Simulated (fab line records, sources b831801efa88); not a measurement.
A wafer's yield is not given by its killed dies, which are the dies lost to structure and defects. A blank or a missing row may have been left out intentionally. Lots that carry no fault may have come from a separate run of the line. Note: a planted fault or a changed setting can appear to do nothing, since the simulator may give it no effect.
fab line records -- flow sky130
[record] lots = 5, wafers = 15, lastDay = 49
route steps=708 shown METAL1@439 VIA1@458
lots untouched by any fault: they come from a run of this same line in which no faults occurred
startH: hours from the record's opening day to when the first of the lot's shown wafers began -- waitH: how many hours have passed since the lot's step before this one -- " as in the row above -- L1.1+2: one row covering several wafers at once -- - no value, or no start given -- * or withheld: withheld -- < > ~ a bound
route shown NAME@n: NAME is a module with steps in the file, n the number in the route of the first one -- usual: mean/standard deviation of fault-free wafers -- same: alike in all rows -- chamber/n: place in a boat -- sites: each site's reading -- _std_site: their standard deviation -- _edge_site: outer sites' mean less inner sites' -- radiusMm: how far each site lies from the wafer's centre -- mask NAME#n: copy n -- behind: the tool/chamber that last shaped the wafer -- hold: the reason the lot was held/the length of the hold in hours/how it ended -- device: transistor that didn't switch, given as n, p or np -- end of line: the route-end tests of the same wafers -- a step with no rows: only its recipe -- killed: dies that structure and defects cost at the first sort, which is not the same as the wafer's yield -- map: shows each die of a wafer: x if killed, . if not, _ if none is there
set.NAME: the setting the step ran with; set.NAME@STEP: the setting that earlier step ran with -- model.NAME: the simulator's own value behind a step, which no gauge read
lots seen at some steps along the route; tables by step, rows by wafer
services: when a tool's chamber went out of use (startH, in hours from the record's first day, below 0 if earlier), for how many hours, and the reason
[[steps]]
[step SKY_METAL1_RS_MEAS_05]
[recipe] thkMeasGauge = four-point-probe, reads = TiN_of_METAL1_SPUTTER_04+Ti_of_METAL1_SPUTTER_03+AlCu_of_METAL1_SPUTTER_02+TiN_of_METAL1_SPUTTER_01+Ti_of_METAL1_SPUTTER_00
[usual] METAL1_ALCU_RS = 0.1267/0.0014
lot.wafer,tool,chamber,startH,waitH,METAL1_ALCU_RS[ohm/sq]
L075.2,filmMetro-04,-,727.49,0.0,0.1256
L075.3,filmMetro-04,-,727.49,0.0,0.1263
L075.4,filmMetro-04,-,727.49,0.0,0.1269
L085.1,filmMetro-01,-,820.68,0.0,0.1279
L085.3,filmMetro-01,-,820.68,0.0,0.1276
L085.5,filmMetro-01,-,820.68,0.0,0.1280
L084.4,filmMetro-04,-,821.09,0.1,0.1271
L084.5,filmMetro-04,-,821.09,0.1,0.1274
L084.6,filmMetro-04,-,821.09,0.1,0.1263
L090.2,filmMetro-01,-,848.49,0.0,0.1259
L090.4,filmMetro-01,-,848.49,0.0,0.1270
L090.6,filmMetro-01,-,848.49,0.0,0.1270
L091.2,filmMetro-01,-,855.96,0.0,0.1281
L091.4,filmMetro-01,-,855.96,0.0,0.1280
L091.5,filmMetro-01,-,855.96,0.0,0.1276
[step SKY_METAL1_THK_MEAS_06]
[recipe] thkMeasGauge = xrf, reads = AlCu_of_METAL1_SPUTTER_02
[usual] METAL1_ALCU_THK = 251.5/2.8
lot.wafer,tool,chamber,startH,waitH,METAL1_ALCU_THK[nm]
L075.2,filmMetro-04,-,727.60,0.1,253.7
L075.3,filmMetro-04,-,727.60,0.1,252.9
L075.4,filmMetro-04,-,727.60,0.1,251.8
L085.1,filmMetro-01,-,820.80,0.1,247.1
L085.3,filmMetro-01,-,820.80,0.1,247.9
L085.5,filmMetro-01,-,820.80,0.1,246.3
L084.4,filmMetro-04,-,821.18,0.1,251.6
L084.5,filmMetro-04,-,821.18,0.1,251.3
L084.6,filmMetro-04,-,821.18,0.1,253.0
L090.2,filmMetro-01,-,848.60,0.1,251.4
L090.4,filmMetro-01,-,848.60,0.1,248.2
L090.6,filmMetro-01,-,848.60,0.1,247.9
L091.2,filmMetro-01,-,856.07,0.1,249.2
L091.4,filmMetro-01,-,856.07,0.1,245.8
L091.5,filmMetro-01,-,856.07,0.1,249.3
[step SKY_METAL1_DEHYDRATE_07]
[recipe] tempC = 200, timeS = 60
[usual] resistLineTempC = 23.00/0.1
lot.wafer,tool,chamber,startH,waitH,resistLineTempC
L075.2,lithoTrack-03,0,739.76,12.1,22.86
L075.3,lithoTrack-03,0,739.76,12.1,23.03
L075.4,lithoTrack-03,0,739.76,12.1,23.04
L085.1,lithoTrack-01,0,834.47,13.7,22.87
L085.3,lithoTrack-01,0,834.47,13.7,22.99
L085.5,lithoTrack-01,0,834.47,13.7,22.92
L084.4,lithoTrack-04,0,834.98,13.8,22.93
L084.5,lithoTrack-04,0,834.98,13.8,22.80
L084.6,lithoTrack-04,0,834.98,13.8,22.90
L090.2,lithoTrack-04,0,862.08,13.5,23.02
L090.4,lithoTrack-04,0,862.08,13.5,22.96
L090.6,lithoTrack-04,0,862.08,13.5,22.83
L091.2,lithoTrack-03,0,868.96,12.9,22.93
L091.4,lithoTrack-03,0,868.96,12.9,22.89
L091.5,lithoTrack-03,0,868.96,12.9,23.06
[step SKY_METAL1_HMDS_08]
[recipe] primeTimeS = 60, primeTempC = 120
[usual] resistLineTempC = 22.98/0.11
lot.wafer,tool,chamber,startH,waitH,resistLineTempC
L075.2,lithoTrack-03,0,739.91,0.1,22.98
L075.3,lithoTrack-03,0,739.91,0.1,23.04
L075.4,lithoTrack-03,0,739.91,0.1,23.11
L085.1,lithoTrack-01,0,834.62,0.1,22.85
L085.3,lithoTrack-01,0,834.62,0.1,22.96
L085.5,lithoTrack-01,0,834.62,0.1,23.03
L084.4,lithoTrack-04,0,835.13,0.1,23.18
L084.5,lithoTrack-04,0,835.13,0.1,22.94
L084.6,lithoTrack-04,0,835.13,0.1,22.95
L090.2,lithoTrack-04,0,862.23,0.1,22.85
L090.4,lithoTrack-04,0,862.23,0.1,22.83
L090.6,lithoTrack-04,0,862.23,0.1,22.87
L091.2,lithoTrack-03,0,869.11,0.1,23.17
L091.4,lithoTrack-03,0,869.11,0.1,23.03
L091.5,lithoTrack-03,0,869.11,0.1,23.14
[step SKY_METAL1_COAT_09]
[recipe] resist = BARC, tempC = withheld, timeS = withheld, spinRpm = 3000, resistThkNm = 60
[usual] resistLineTempC = *
lot.wafer,tool,chamber,startH,waitH,resistLineTempC
L075.2,lithoTrack-03,0,740.06,0.1,*
L075.3,lithoTrack-03,0,740.06,0.1,*
L075.4,lithoTrack-03,0,740.06,0.1,*
L085.1,lithoTrack-01,0,834.77,0.1,*
L085.3,lithoTrack-01,0,834.77,0.1,*
L085.5,lithoTrack-01,0,834.77,0.1,*
L084.4,lithoTrack-04,0,835.28,0.1,*
L084.5,lithoTrack-04,0,835.28,0.1,*
L084.6,lithoTrack-04,0,835.28,0.1,*
L090.2,lithoTrack-04,0,862.38,0.1,*
L090.4,lithoTrack-04,0,862.38,0.1,*
L090.6,lithoTrack-04,0,862.38,0.1,*
L091.2,lithoTrack-03,0,869.26,0.1,*
L091.4,lithoTrack-03,0,869.26,0.1,*
L091.5,lithoTrack-03,0,869.26,0.1,*
[step SKY_METAL1_COAT_10]
[recipe] resist = KrF-thick, spinRpm = 3000, resistThkNm = 450
[usual] resistLineTempC = 22.99/0.12
lot.wafer,tool,chamber,startH,waitH,resistLineTempC
L075.2,lithoTrack-03,0,-,-,22.94
L075.3,lithoTrack-03,0,-,-,22.91
L075.4,lithoTrack-03,0,-,-,22.79
L085.1,lithoTrack-01,0,-,-,23.00
L085.3,lithoTrack-01,0,-,-,23.15
L085.5,lithoTrack-01,0,-,-,23.04
L084.4,lithoTrack-04,0,-,-,23.01
L084.5,lithoTrack-04,0,-,-,22.88
L084.6,lithoTrack-04,0,-,-,23.13
L090.2,lithoTrack-04,0,-,-,22.74
L090.4,lithoTrack-04,0,-,-,22.88
L090.6,lithoTrack-04,0,-,-,22.80
L091.2,lithoTrack-03,0,-,-,23.06
L091.4,lithoTrack-03,0,-,-,22.87
L091.5,lithoTrack-03,0,-,-,23.10
[step SKY_METAL1_SOFTBAKE_11]
[recipe] tempC = 100, timeS = 90, resist = KrF-thick
[usual] resistLineTempC = 23.01/0.093
lot.wafer,tool,chamber,startH,waitH,resistLineTempC
L075.2,lithoTrack-03,0,-,-,22.81
L075.3,lithoTrack-03,0,-,-,23.01
L075.4,lithoTrack-03,0,-,-,23.01
L085.1,lithoTrack-01,0,-,-,23.11
L085.3,lithoTrack-01,0,-,-,23.03
L085.5,lithoTrack-01,0,-,-,23.03
L084.4,lithoTrack-04,0,-,-,23.01
L084.5,lithoTrack-04,0,-,-,23.08
L084.6,lithoTrack-04,0,-,-,22.94
L090.2,lithoTrack-04,0,-,-,23.09
L090.4,lithoTrack-04,0,-,-,23.06
L090.6,lithoTrack-04,0,-,-,23.10
L091.2,lithoTrack-03,0,-,-,23.11
L091.4,lithoTrack-03,0,-,-,23.00
L091.5,lithoTrack-03,0,-,-,23.04
[step SKY_METAL1_EXPOSE_12]
[recipe] maskId = MM1, na = 0.8, sourceShape = annular, sigmaInner = 0.55, sigmaOuter = 0.85, targetCdNm = 140, doseMj = 28
lot.wafer,tool,chamber,startH,waitH,mask
L075.2+3+4,krfScanner-02,0,-,-,MM1#0
L085.1+3+5,krfScanner-01,0,-,-,MM1#0
L084.4+5+6,krfScanner-01,0,-,-,MM1#0
L090.2+4+6,krfScanner-02,0,-,-,MM1#0
L091.2+4+5,krfScanner-02,0,-,-,MM1#0
[step SKY_METAL1_PEB_13]
[recipe] pebTempC = withheld, pebTimeS = withheld, resist = KrF-thick
[usual] resistLineTempC = *
lot.wafer,tool,chamber,startH,waitH,resistLineTempC
L075.2,lithoTrack-01,0,-,-,*
L075.3,lithoTrack-01,0,-,-,*
L075.4,lithoTrack-01,0,-,-,*
L085.1,lithoTrack-01,0,-,-,*
L085.3,lithoTrack-01,0,-,-,*
L085.5,lithoTrack-01,0,-,-,*
L084.4,lithoTrack-01,0,-,-,*
L084.5,lithoTrack-01,0,-,-,*
L084.6,lithoTrack-01,0,-,-,*
L090.2,lithoTrack-01,0,-,-,*
L090.4,lithoTrack-01,0,-,-,*
L090.6,lithoTrack-01,0,-,-,*
L091.2,lithoTrack-04,0,-,-,*
L091.4,lithoTrack-04,0,-,-,*
L091.5,lithoTrack-04,0,-,-,*
[step SKY_METAL1_DEVELOP_14]
[recipe] developTimeS = 60, resist = KrF-thick, devTempC = 21
[usual] resistLineTempC = 23.00/0.092
lot.wafer,tool,chamber,startH,waitH,resistLineTempC
L075.2,lithoTrack-01,0,-,-,23.10
L075.3,lithoTrack-01,0,-,-,22.96
L075.4,lithoTrack-01,0,-,-,22.87
L085.1,lithoTrack-01,0,-,-,23.16
L085.3,lithoTrack-01,0,-,-,23.16
L085.5,lithoTrack-01,0,-,-,23.04
L084.4,lithoTrack-01,0,-,-,22.91
L084.5,lithoTrack-01,0,-,-,23.04
L084.6,lithoTrack-01,0,-,-,22.98
L090.2,lithoTrack-01,0,-,-,23.05
L090.4,lithoTrack-01,0,-,-,23.07
L090.6,lithoTrack-01,0,-,-,23.08
L091.2,lithoTrack-04,0,-,-,23.22
L091.4,lithoTrack-04,0,-,-,23.21
L091.5,lithoTrack-04,0,-,-,22.97
[step SKY_METAL1_CD_MEAS_15]
[recipe] targetCdNm = 140
[usual] cdNm = 139.6/1.7
lot.wafer,tool,chamber,startH,waitH,cdNm
L075.2,cdSem-02,-,754.67,-,139.8
L075.3,cdSem-02,-,754.67,-,140.8
L075.4,cdSem-02,-,754.67,-,139.9
L085.1,cdSem-02,-,847.62,-,141.6
L085.3,cdSem-02,-,847.62,-,142.7
L085.5,cdSem-02,-,847.62,-,142.4
L084.4,cdSem-02,-,848.03,-,141.1
L084.5,cdSem-02,-,848.03,-,140.3
L084.6,cdSem-02,-,848.03,-,140.3
L090.2,cdSem-01,-,875.69,-,140.9
L090.4,cdSem-01,-,875.69,-,140.2
L090.6,cdSem-01,-,875.69,-,141.9
L091.2,cdSem-01,-,883.73,-,139.0
L091.4,cdSem-01,-,883.73,-,139.6
L091.5,cdSem-01,-,883.73,-,139.9
[step SKY_METAL1_OVL_MEAS_16]
[usual] METAL1_OVL = -3/4.7
lot.wafer,tool,chamber,startH,waitH,METAL1_OVL[nm]
L075.2,overlay-02,-,754.77,0.1,-8
L075.3,overlay-02,-,754.77,0.1,-6
L075.4,overlay-02,-,754.77,0.1,-7
L085.1,overlay-02,-,847.74,0.1,-6
L085.3,overlay-02,-,847.74,0.1,-9
L085.5,overlay-02,-,847.74,0.1,-6
L084.4,overlay-02,-,848.11,0.1,-6
L084.5,overlay-02,-,848.11,0.1,-3
L084.6,overlay-02,-,848.11,0.1,-12
L090.2,overlay-01,-,875.80,0.1,-4
L090.4,overlay-01,-,875.80,0.1,0
L090.6,overlay-01,-,875.80,0.1,-5
L091.2,overlay-01,-,883.83,0.1,-2
L091.4,overlay-01,-,883.83,0.1,-5
L091.5,overlay-01,-,883.83,0.1,-3
[step SKY_METAL1_DESCUM_17]
[recipe] chemistry = O2, sourcePowerW = 150, biasPowerW = 0, pressureMtorr = 10, tempC = 40, timeS = 8
[usual] drypumpMotorCurrentA = 5.5/0.37, oesProductAu = 0.997/0.0084
[same] biasPowerW = 0
lot.wafer,tool,chamber,startH,waitH,drypumpMotorCurrentA,oesProductAu,rfHoursCounterH
L075.2,rieMetal-02,1,754.80,0.0,5.6,1.008,12
L075.3,rieMetal-02,1,754.80,0.0,5.6,0.996,-
L075.4,rieMetal-02,0,754.80,0.0,5.6,1.001,-
L085.1,rieMetal-02,0,847.78,0.0,5.6,1.003,7
L085.3,rieMetal-02,0,847.78,0.0,5.6,1.006,-
L085.5,rieMetal-02,0,847.78,0.0,5.6,1.010,-
L084.4,rieMetal-04,0,848.14,0.0,6.2,0.991,-
L084.5,rieMetal-04,0,848.14,0.0,6.2,0.991,-
L084.6,rieMetal-04,1,848.14,0.0,4.9,0.996,-
L090.2,rieMetal-02,1,875.83,0.0,5.6,0.999,2
L090.4,rieMetal-02,0,875.83,0.0,5.6,1.007,-
L090.6,rieMetal-02,0,875.83,0.0,5.6,1.001,-
L091.2,rieMetal-02,0,883.86,0.0,5.6,1.007,8
L091.4,rieMetal-02,0,883.86,0.0,5.7,1.000,-
L091.5,rieMetal-02,0,883.86,0.0,5.6,1.003,-
[step SKY_METAL1_ETCH_18]
[recipe] chemistry = N2/H2, target = BARC, ionEnergyEv = 200, biasW = 100, pressureMtorr = 30, n2FlowSccm = 100, h2FlowSccm = 200, icpW = 500, stopOn = SiO2, timeS = 45.9, targetDepthA = 600
[usual] drypumpMotorCurrentA = 5.5/0.37, n2FlowSccm = 99.9/0.32, oesProductAu = 0.854/0.0047, throttleValvePct = 13.224/0.0091
lot.wafer,tool,chamber,startH,waitH,drypumpMotorCurrentA,n2FlowSccm,oesProductAu,rfHoursCounterH,throttleValvePct
L075.2,rieMetal-02,1,754.83,0.0,5.7,100.3,0.849,12,13.217
L075.3,rieMetal-02,1,754.83,0.0,5.6,99.8,0.856,-,13.211
L075.4,rieMetal-02,0,754.83,0.0,5.7,99.3,0.855,-,13.211
L085.1,rieMetal-02,0,847.81,0.0,5.6,100.4,0.849,7,13.225
L085.3,rieMetal-02,0,847.81,0.0,5.6,100.5,0.855,-,13.220
L085.5,rieMetal-02,0,847.81,0.0,5.6,99.9,0.858,-,13.221
L084.4,rieMetal-04,0,848.18,0.0,6.2,100.1,0.851,-,13.234
L084.5,rieMetal-04,0,848.18,0.0,6.2,99.7,0.855,-,13.219
L084.6,rieMetal-04,1,848.18,0.0,4.9,100.6,0.855,-,13.219
L090.2,rieMetal-02,1,875.86,0.0,5.6,99.9,0.850,2,13.226
L090.4,rieMetal-02,0,875.86,0.0,5.7,99.3,0.858,-,13.236
L090.6,rieMetal-02,0,875.86,0.0,5.6,100.1,0.849,-,13.216
L091.2,rieMetal-02,0,883.90,0.0,5.6,99.7,0.852,8,13.223
L091.4,rieMetal-02,0,883.90,0.0,5.7,99.8,0.854,-,13.231
L091.5,rieMetal-02,0,883.90,0.0,5.7,99.7,0.854,-,13.231
[step SKY_METAL1_METAL_ETCH_19]
[recipe] targetDepthA = 3600, stopOn = SiO2, overEtchFrac = 0.3, timeS = 78, chemistry = Cl2/BCl3, resistSidewallDeg = 88, pressureMtorr = 10, icpW = 900, biasW = 48.5, Cl2_flow_sccm = 60, bcl3FlowSccm = 30
[usual] drypumpMotorCurrentA = 5.5/0.37, oesProductAu = 0.854/0.0059, throttleValvePct = 22.265/0.0078
lot.wafer,tool,chamber,startH,waitH,drypumpMotorCurrentA,oesProductAu,rfHoursCounterH,throttleValvePct
L075.2,rieMetal-02,1,754.90,0.0,5.6,0.850,12,22.257
L075.3,rieMetal-02,1,754.90,0.0,5.6,0.858,-,22.277
L075.4,rieMetal-02,0,754.90,0.0,5.6,0.853,-,22.272
L085.1,rieMetal-02,0,847.87,0.0,5.6,0.846,7,22.275
L085.3,rieMetal-02,0,847.87,0.0,5.6,0.851,-,22.271
L085.5,rieMetal-02,0,847.87,0.0,5.6,0.852,-,22.264
L084.4,rieMetal-04,0,848.25,0.1,6.2,0.858,-,22.267
L084.5,rieMetal-04,0,848.25,0.1,6.2,0.856,-,22.255
L084.6,rieMetal-04,1,848.25,0.1,4.8,0.855,-,22.246
L090.2,rieMetal-02,1,875.92,0.0,5.6,0.850,2,22.265
L090.4,rieMetal-02,0,875.92,0.0,5.6,0.858,-,22.274
L090.6,rieMetal-02,0,875.92,0.0,5.6,0.846,-,22.257
L091.2,rieMetal-02,0,883.96,0.0,5.7,0.845,8,22.261
L091.4,rieMetal-02,0,883.96,0.0,5.6,0.846,-,22.279
L091.5,rieMetal-02,0,883.96,0.0,5.7,0.850,-,22.258
[step SKY_METAL1_STRIP_20]
[recipe] chemistry = O2/N2, powerW = 1400, pressureMtorr = 1500, platenTempC = withheld, o2FlowSccm = 3000, n2FlowSccm = 300, overashFraction = 0.5
[usual] drypumpMotorCurrentA = 5.6/0.49, n2FlowSccm = 300.0/0.9, oesProductAu = 0.343/0.0049, stripTimeToEndpointS = 2.71/0.033
lot.wafer,tool,chamber,startH,waitH,drypumpMotorCurrentA,n2FlowSccm,oesProductAu,rfHoursCounterH,stripTimeToEndpointS
L075.2,plasmaAsher-02,0,754.99,0.1,5.2,300.7,0.342,1,2.65
L075.3,plasmaAsher-02,1,754.99,0.1,6.5,298.1,0.340,-,2.73
L075.4,plasmaAsher-02,0,754.99,0.1,5.2,301.8,0.340,-,2.66
L085.1,plasmaAsher-02,1,847.96,0.1,6.5,301.0,0.342,10,2.73
L085.3,plasmaAsher-02,0,847.96,0.1,5.2,300.4,0.326,-,2.69
L085.5,plasmaAsher-02,1,847.96,0.1,6.5,300.2,0.347,-,2.68
L084.4,plasmaAsher-01,0,848.35,0.1,5.6,300.3,0.345,-,2.76
L084.5,plasmaAsher-01,0,848.35,0.1,5.7,299.3,0.337,-,2.81
L084.6,plasmaAsher-01,1,848.35,0.1,5.4,299.3,0.344,-,2.71
L090.2,plasmaAsher-02,1,876.01,0.1,6.5,299.1,0.343,13,2.66
L090.4,plasmaAsher-02,1,876.01,0.1,6.5,299.0,0.349,-,2.67
L090.6,plasmaAsher-02,1,876.01,0.1,6.5,299.1,0.350,-,2.69
L091.2,plasmaAsher-01,1,884.05,0.1,5.4,300.8,0.337,71,2.70
L091.4,plasmaAsher-01,1,884.05,0.1,5.4,300.7,0.341,-,2.71
L091.5,plasmaAsher-01,1,884.05,0.1,5.4,300.8,0.338,-,2.70
[step SKY_METAL1_STRIP_21]
[recipe] chemistry = postEtchResidueRemover, timeS = 1200, tempC = 72.5
[usual] bathGuardTempC = 72.4/0.75
lot.wafer,tool,chamber,startH,waitH,bathGuardTempC
L075.2,wetBench-04,2,755.09,0.1,72.6
L075.3,wetBench-04,2,755.09,0.1,72.2
L075.4,wetBench-04,2,755.09,0.1,72.3
L085.1,wetBench-04,3,848.06,0.1,72.2
L085.3,wetBench-04,3,848.06,0.1,72.0
L085.5,wetBench-04,3,848.06,0.1,72.1
L084.4,wetBench-03,0,848.41,0.0,73.2
L084.5,wetBench-03,0,848.41,0.0,73.4
L084.6,wetBench-03,0,848.41,0.0,73.5
L090.2,wetBench-04,3,876.11,0.1,72.0
L090.4,wetBench-04,3,876.11,0.1,71.7
L090.6,wetBench-04,3,876.11,0.1,71.8
L091.2,wetBench-04,1,884.15,0.1,71.0
L091.4,wetBench-04,1,884.15,0.1,71.4
L091.5,wetBench-04,1,884.15,0.1,71.0
[step SKY_METAL1_CLEAN_22]
[recipe] chemistry = IPA, timeS = 180, tempC = 25
lot.wafer,tool,chamber,startH,waitH
L075.2+3+4,wetBench-02,2,755.43,0.0
L085.1+3+5,wetBench-02,0,848.43,0.0
L084.4+5+6,wetBench-02,2,848.75,0.0
L090.2+4+6,wetBench-03,1,876.45,0.0
L091.2+4+5,wetBench-02,2,884.56,0.0
[step SKY_METAL1_CLEAN_23]
[recipe] chemistry = O3/DIW, dry = n2Spin
lot.wafer,tool,chamber,startH,waitH
L075.2+3+4,wetBench-03,0,755.56,0.0
L085.1+3+5,wetBench-04,2,848.50,0.0
L084.4+5+6,wetBench-04,2,848.82,0.0
L090.2+4+6,wetBench-02,0,876.51,0.0
L091.2+4+5,wetBench-03,1,884.61,0.0
[step SKY_VIA1_HDPCVD_00]
[recipe] material = SiO2, targetThkNm = 1030, sigmaOpenFrac = 0.3, timeS = 171.7, tempC = 400, sih4FlowSccm = 60, pressureMtorr = 6
lot.wafer,tool,chamber,startH,waitH
L075.2+3+4,hdpcvd-02,"2,0,2",755.65,0.0
L085.1+3+5,hdpcvd-02,"1,2,0",848.60,0.0
L084.4+5+6,hdpcvd-02,"1,2,0",848.97,0.1
L090.2+4+6,hdpcvd-01,"1,1,2",876.60,0.0
L091.2+4+5,hdpcvd-01,"2,0,0",884.71,0.0
[step SKY_VIA1_THK_MEAS_01]
[recipe] reads = SiO2_of_VIA1_HDPCVD_00
[usual] VIA1_HDPCVD_THK = 1031/11
lot.wafer,tool,chamber,startH,waitH,VIA1_HDPCVD_THK[nm]
L075.2,filmMetro-01,-,755.77,0.1,1056
L075.3,filmMetro-01,-,755.77,0.1,1044
L075.4,filmMetro-01,-,755.77,0.1,1038
L085.1,filmMetro-02,-,848.71,0.1,1034
L085.3,filmMetro-02,-,848.71,0.1,1035
L085.5,filmMetro-02,-,848.71,0.1,1039
L084.4,filmMetro-04,-,849.06,0.0,1036
L084.5,filmMetro-04,-,849.06,0.0,1038
L084.6,filmMetro-04,-,849.06,0.0,1037
L090.2,filmMetro-01,-,876.73,0.1,1021
L090.4,filmMetro-01,-,876.73,0.1,1024
L090.6,filmMetro-01,-,876.73,0.1,1017
L091.2,filmMetro-04,-,884.88,0.1,1029
L091.4,filmMetro-04,-,884.88,0.1,1041
L091.5,filmMetro-04,-,884.88,0.1,1027
[[services]]
tool,chamber,startH,hours,kind
rieMetal-02,1,720.19,1.3,repair
rieMetal-04,-,724.11,14.6,pm
wetBench-02,-,727.66,0.6,repair
plasmaAsher-02,-,733.75,9.0,pm
krfScanner-02,-,734.86,3.6,pm
plasmaAsher-02,-,737.95,3.9,repair
plasmaAsher-02,-,741.57,0.5,repair
krfScanner-02,-,745.35,1.0,pm
krfScanner-01,-,758.09,1.0,pm
krfScanner-01,-,761.36,3.6,pm
krfScanner-01,-,767.14,0.6,repair
hdpcvd-01,-,769.32,0.8,repair
krfScanner-02,-,774.58,6.3,repair
rieMetal-02,1,778.40,13.6,repair
krfScanner-02,-,780.87,1.3,pm
krfScanner-02,-,789.63,0.8,pm
hdpcvd-02,-,795.60,0.6,repair
krfScanner-01,-,795.65,0.8,pm
rieMetal-04,-,811.82,2.8,pm
plasmaAsher-01,-,832.91,2.8,pm
plasmaAsher-02,-,833.90,2.6,repair
krfScanner-01,-,859.66,11.6,pm
krfScanner-01,-,881.80,1.3,pm
hdpcvd-01,1,883.11,5.9,repair
[[key]]
fault none
